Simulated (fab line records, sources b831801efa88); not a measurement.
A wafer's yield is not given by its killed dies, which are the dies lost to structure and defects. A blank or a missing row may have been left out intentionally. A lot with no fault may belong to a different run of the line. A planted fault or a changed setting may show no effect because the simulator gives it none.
Struck lot and sound lot, side by side + flow sky130 + 44 out of 708 route steps
Sound: wafers L219.3, L219.4, L219.6. Struck: wafer L222.2. (L222.5, L222.6 of the same lot were not struck and are left out.) The cause comes at the end.
For every step that has rows: the tool of each side, followed by ch and its chambers, followed by its first start. Under that, the readings that differ: sound wafers + struck wafers + difference of the means + sigmas: that difference in standard deviations of wafers without a fault.
alike: readings with means less than 2 such deviations apart, plus words and numbers identical on both sides. not compared: withheld readings, readings lacking a value on some wafer, bounds such as >300 that could conceal the same value, and numbers that have no deviation in the record and whose values overlap.
A row with sigmas, a row that says differs or no value, or rows on one side alone: a step with any of these is where the two part. Numbers that don't overlap but have no deviation are shown without sigmas and don't part them. A reading that every wafer of one side lacks parts them only if that side has two wafers or more.

first, 2 steps without rows for these wafers: SKY_VIA2_SPUTTER_20 (material TiN, target thk 20 nm, time 80 s); SKY_VIA2_CVD_21 (deposits W, target thk 420 nm, time 126.4 s).
SKY_VIA2_RS_MEAS_22: uses a four-point probe to measure.
  sound on filmMetro-02 at day 40 14:08; struck on filmMetro-01 at day 41 19:43
  alike: VIA2_W_RS
SKY_VIA2_THK_MEAS_23: measures by xrf.
  sound on filmMetro-02 at day 40 14:14; struck on filmMetro-01 at day 41 19:49
  alike: VIA2_W_THK
then, 3 steps without rows for these wafers: SKY_VIA2_CMP_24 (polishes, stops on SiO2, t overpolish 20 s, target thk 0 nm); SKY_METAL3_SPUTTER_00 (material Ti, target thk 15 nm, time 10 s); SKY_METAL3_SPUTTER_01 (material TiN, target thk 20 nm, time 16.7 s).
SKY_METAL3_SPUTTER_02: material AlCu, target thk 735 nm, time 39.1 s.
  sound on pvdSputter-03 at day 40 14:37; struck on pvdSputter-04 at day 41 20:13
  alike: throttleValvePct
SKY_METAL3_SPUTTER_03: material Ti, target thk 5 nm, time 3.3 s.
  sound on pvdSputter-03 at day 40 14:39; struck on pvdSputter-04 at day 41 20:15
  alike: throttleValvePct
SKY_METAL3_SPUTTER_04: material TiN, target thk 70 nm, time 58.3 s.
  sound on pvdSputter-03 at day 40 14:40; struck on pvdSputter-04 at day 41 20:16
  alike: throttleValvePct
SKY_CAPM_CVD_00: deposits SiO2, target thk 15.5 nm.
  sound on pecvd-02 ch 0,2, day 40 14:43; struck on pecvd-03 ch 1, day 41 20:19
  alike: heaterPowerOuterW, heaterPowerW, susceptorTempC
SKY_CAPM_THK_MEAS_01:
  sound on filmMetro-01 at day 40 14:46; struck on filmMetro-04 at day 41 20:22
| reading              | sound             | struck | difference | sigmas |
|----------------------|-------------------|--------|------------|--------|
| CAPM_CVD_00_THK (nm) | 15.82 15.82 15.96 | 15.36  | -0.51      | -2     |
SKY_CAPM_SPUTTER_02: material TiN, target thk 200 nm, time 166.7 s.
  sound on pvdSputter-01 at day 40 14:48; struck on pvdSputter-02 at day 41 20:25
| reading                                 | sound           | struck | difference | sigmas |
|-----------------------------------------|-----------------|--------|------------|--------|
| model.TiN_of_CAPM_SPUTTER_02.thkNm (nm) | 193 194.4 193.9 | 213.6  | +19.8      |        |
  alike: susceptorTempC, throttleValvePct
SKY_CAPM_RS_MEAS_03: uses a four-point probe to measure.
  sound on filmMetro-01 at day 40 14:57; struck on filmMetro-01 at day 41 20:32
| reading              | sound          | struck | difference | sigmas |
|----------------------|----------------|--------|------------|--------|
| CAPM_TIN_RS (ohm/sq) | 7.16 7.13 7.12 | 6.46   | -0.68      | -7     |
SKY_CAPM_THK_MEAS_04: measures by xrf.
  sound on filmMetro-01 at day 40 15:03; struck on filmMetro-01 at day 41 20:39
| reading           | sound             | struck | difference | sigmas |
|-------------------|-------------------|--------|------------|--------|
| CAPM_TIN_THK (nm) | 191.2 192.8 191.4 | 210.7  | +18.9      | +7     |
then, 7 steps without rows for these wafers: SKY_CAPM_DEHYDRATE_05 (time 60 s); SKY_CAPM_HMDS_06 (prime time 60 s); SKY_CAPM_COAT_07 (resist thk 1140 nm); SKY_CAPM_SOFTBAKE_08 (time 60 s); SKY_CAPM_EXPOSE_09 (exposes mask CAPM, target cd 1000 nm); SKY_CAPM_PEB_10; SKY_CAPM_DEVELOP_11 (develop time 60 s).
SKY_CAPM_OVL_MEAS_12:
  sound on overlay-01 at day 41 16:46; struck on overlay-02 at day 42 20:46
  alike: CAPM_OVL
SKY_CAPM_METAL_ETCH_13: etches TiN in Cl2/BCl3, stops on SiO2, target depth 220 nm, time 62.9 s.
  sound on rieMetal-02 ch 0,1, day 41 16:48; struck on rieMetal-02 ch 1, day 42 20:47
| reading              | sound                | struck | difference                   | sigmas |
|----------------------|----------------------|--------|------------------------------|--------|
| oesProductAu (a.u.)  | 0.922 0.919 0.927    | 0.982  | +0.059                       | +7     |
| rfHoursCounterH (h)  | - - -                | 12     | no value on the sound wafers |        |
| throttleValvePct (%) | 21.933 21.912 21.907 | 21.866 | -0.051                       | -5     |
  alike: drypumpMotorCurrentA
then, 12 steps without rows for these wafers: SKY_CAPM_STRIP_14 (strips in O2/N2); SKY_CAPM_STRIP_15 (strips in post etch residue remover, time 1200 s); SKY_CAPM_CLEAN_16 (cleans in IPA, time 180 s); SKY_CAPM_CLEAN_17 (cleans in O3/DIW); SKY_METAL3_DEHYDRATE_05 (time 60 s); SKY_METAL3_HMDS_06 (prime time 60 s); SKY_METAL3_COAT_07 (resist thk 60 nm); SKY_METAL3_COAT_08 (resist thk 1140 nm); SKY_METAL3_SOFTBAKE_09 (time 90 s); SKY_METAL3_EXPOSE_10 (exposes mask MM3, target cd 300 nm); SKY_METAL3_PEB_11; SKY_METAL3_DEVELOP_12 (develop time 60 s).
SKY_METAL3_CD_MEAS_13 targets a cd of 300 nm.
  sound on cdSem-02 at day 42 18:05; struck on cdSem-01 at day 43 21:19
  alike: cdNm
SKY_METAL3_OVL_MEAS_14:
  sound on overlay-01 at day 42 18:11; struck on overlay-02 at day 43 21:25
| reading         | sound   | struck | difference | sigmas |
|-----------------|---------|--------|------------|--------|
| METAL3_OVL (nm) | 3 -4 -3 | 13     | +14        | +2     |
SKY_METAL3_DESCUM_15: chemistry O2, time 8 s.
  sound on rieMetal-02 ch 0,1, day 42 18:13; struck on rieMetal-01 ch 1, day 43 21:27
| reading             | sound | struck | difference                   | sigmas |
|---------------------|-------|--------|------------------------------|--------|
| rfHoursCounterH (h) | - - - | 18     | no value on the sound wafers |        |
  alike: drypumpMotorCurrentA, oesProductAu
then, 3 steps without rows for these wafers: SKY_METAL3_ETCH_16 (etches BARC in N2/H2, stops on SiO2, time 88.2 s, target depth 60 nm); SKY_METAL3_ETCH_17 (etches SiO2 in C4F8/O2/Ar, stops on TiN, time 3.9 s, target depth 15 nm); SKY_METAL3_METAL_ETCH_18 (etches the open film in Cl2/BCl3, stops on SiO2, target depth 845 nm, time 183.1 s).
SKY_METAL3_STRIP_20: strips in post etch residue remover, time 1200 s.
  sound on wetBench-03 ch 0, day 42 18:38; struck on wetBench-02 ch 2, day 43 21:54
| reading                                 | sound           | struck | difference | sigmas |
|-----------------------------------------|-----------------|--------|------------|--------|
| model.TiN_of_CAPM_SPUTTER_02.thkNm (nm) | 192.2 193.6 193 | 212.7  | +19.8      |        |
-- the record jumps here: 7 days lie between the struck wafers' starts before and after (it left off in module METAL3 and takes up again in module PAD_OPEN, whose first step shown is number 708 of the route) --
SKY_PAD_OPEN_PROBE_99:
  sound on prober-02 at day 49 13:33; struck on prober-02 at day 50 13:21
| reading                       | sound             | struck | difference | sigmas |
|-------------------------------|-------------------|--------|------------|--------|
| killed_at_M0_to_M3            | 36 30 38          | 51     | +16        | +2     |
| sort_bin_5_function (%)       | 8.9 8.3 8.9       | 11.6   | +2.9       | +2     |
| model.etest.capMim.plateOhmSq | 6.171 6.102 6.161 | 5.582  | -0.563     |        |
  alike: defectLimitedYield, killed_at_M4_up, killedAtContacts, killedAtFrontEnd, killedAtOther, killedDies, killedOpen, killedShort, sort_bin_3_pad_short, sort_bin_6_memory, sortNPass, sortYieldPct

## WHERE THEY PART
Last at SKY_PAD_OPEN_PROBE_99 as far as this record goes, first at SKY_CAPM_THK_MEAS_01.

WHY: whatever the simulator had introduced
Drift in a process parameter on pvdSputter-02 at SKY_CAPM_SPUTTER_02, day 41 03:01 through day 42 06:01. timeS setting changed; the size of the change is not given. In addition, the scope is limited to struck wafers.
